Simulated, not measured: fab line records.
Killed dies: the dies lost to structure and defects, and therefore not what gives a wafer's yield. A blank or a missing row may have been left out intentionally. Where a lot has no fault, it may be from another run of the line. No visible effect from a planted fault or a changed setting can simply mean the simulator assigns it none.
Which of the tools did it? -- flow gf180mcu -- 13 lots, 39 wafers sampled, at 3 steps of a route of 602

WHAT EACH GAUGE READ, for each wafer
GF_V5_RS_MEAS_24: measures by four-point-probe.
lot,measured,on,V5_W_RS (ohm/sq)
L697,day 27 19:29,filmMetro-03,0.320 0.327 0.325
L698,day 27 20:20,filmMetro-03,0.329 0.324 0.323
L699,day 28 07:14,filmMetro-01,0.322 0.325 0.327
L701,day 28 16:48,filmMetro-02,0.333 0.331 0.327
L702,day 28 19:14,filmMetro-01,0.326 0.318 0.328
L705,day 29 23:17,filmMetro-01,0.327 0.330 0.327
L707,day 30 16:43,filmMetro-01,0.324 0.323 0.328
L713,day 32 00:10,filmMetro-03,0.327 0.323 0.324
L714,day 32 08:16,filmMetro-03,0.324 0.331 0.330
L716,day 32 21:48,filmMetro-03,0.319 0.323 0.319
L717,day 33 00:46,filmMetro-02,0.322 0.324 0.327
L719,day 33 12:44,filmMetro-03,0.333 0.329 0.331
L720,day 33 15:24,filmMetro-01,0.331 0.328 0.326

WHICH TOOL RAN EACH LOT (tool, then ch and the chambers of the sampled wafers, then the start)
lot,GF_M2_SPUTTER_04,GF_V5_SPUTTER_21
L697,"pvdSputter-03, day 18 20:25","pvdSputter-04, day 27 19:14"
L698,"pvdSputter-01, day 18 21:25","pvdSputter-04, day 27 20:07"
L699,"pvdSputter-03, day 19 09:36","pvdSputter-04, day 28 07:00"
L701,"pvdSputter-03, day 19 22:59","pvdSputter-02, day 28 16:10"
L702,"pvdSputter-03, day 20 01:02","pvdSputter-04, day 28 18:59"
L705,"pvdSputter-04, day 21 10:53","pvdSputter-02, day 29 23:02"
L707,"pvdSputter-01, day 22 07:40","pvdSputter-02, day 30 16:29"
L713,"pvdSputter-01, day 24 00:17","pvdSputter-03, day 31 23:56"
L714,"pvdSputter-01, day 24 11:28","pvdSputter-03, day 32 08:03"
L716,"pvdSputter-04, day 25 08:11","pvdSputter-04, day 32 21:34"
L717,"pvdSputter-03, day 25 09:09","pvdSputter-02, day 33 00:34"
L719,"pvdSputter-04, day 26 00:22","pvdSputter-03, day 33 12:30"
L720,"pvdSputter-04, day 26 06:23","pvdSputter-02, day 33 15:06"
- GF_M2_SPUTTER_04: material TiN, target thk 50 nm, time 41.7 s.
- GF_V5_SPUTTER_21: material Ti, target thk 15 nm, time 80.02 s.

AS READ BY THE TOOLS THEMSELVES (means over the sampled wafers that have a number; for cases with no such wafer, the mark the record gives instead)
GF_M2_SPUTTER_04.
lot,tool,throttleValvePct (%)
L697,pvdSputter-03,30.9
L698,pvdSputter-01,29.6
L699,pvdSputter-03,30.4
L701,pvdSputter-03,31.1
L702,pvdSputter-03,30.4
L705,pvdSputter-04,31.2
L707,pvdSputter-01,29.7
L713,pvdSputter-01,29.8
L714,pvdSputter-01,29.8
L716,pvdSputter-04,30.9
L717,pvdSputter-03,31.0
L719,pvdSputter-04,31.1
L720,pvdSputter-04,31.0

GF_V5_SPUTTER_21.
lot,tool,throttleValvePct (%)
L697,pvdSputter-04,31.2
L698,pvdSputter-04,31.4
L699,pvdSputter-04,31.2
L701,pvdSputter-02,29.8
L702,pvdSputter-04,30.8
L705,pvdSputter-02,30.5
L707,pvdSputter-02,30.2
L713,pvdSputter-03,31.0
L714,pvdSputter-03,30.4
L716,pvdSputter-04,31.1
L717,pvdSputter-02,30.4
L719,pvdSputter-03,30.5
L720,pvdSputter-02,31.0

THE ANSWER, worked out from the rows above alone
Rule: the usual values come from the lots themselves. The widest of any qualifying gaps counts: lots, ordered by their means at a reading, are off when they make up no more than a third of the lots, leave a main group of 4 or more, and stand apart from it by 3 or more times the standard deviation of that group's means. A main group is skipped when, at the precision printed for the reading in the tables above, its means are all equal. Also off: a lot with no number at a reading for which 4 or more lots have one. Where the step has rows for the other lots, those lots are counted as sound. After the gauges, taken in route order, come the tools' own readings; for these a lot's mean is taken, as printed above. At the first step where some lot is off, the reading lying furthest off is the one used; lots without a number count as furthest.
Nothing can be told from this: no lot is off at any reading shown.

WHAT THE SIMULATOR PUT IN
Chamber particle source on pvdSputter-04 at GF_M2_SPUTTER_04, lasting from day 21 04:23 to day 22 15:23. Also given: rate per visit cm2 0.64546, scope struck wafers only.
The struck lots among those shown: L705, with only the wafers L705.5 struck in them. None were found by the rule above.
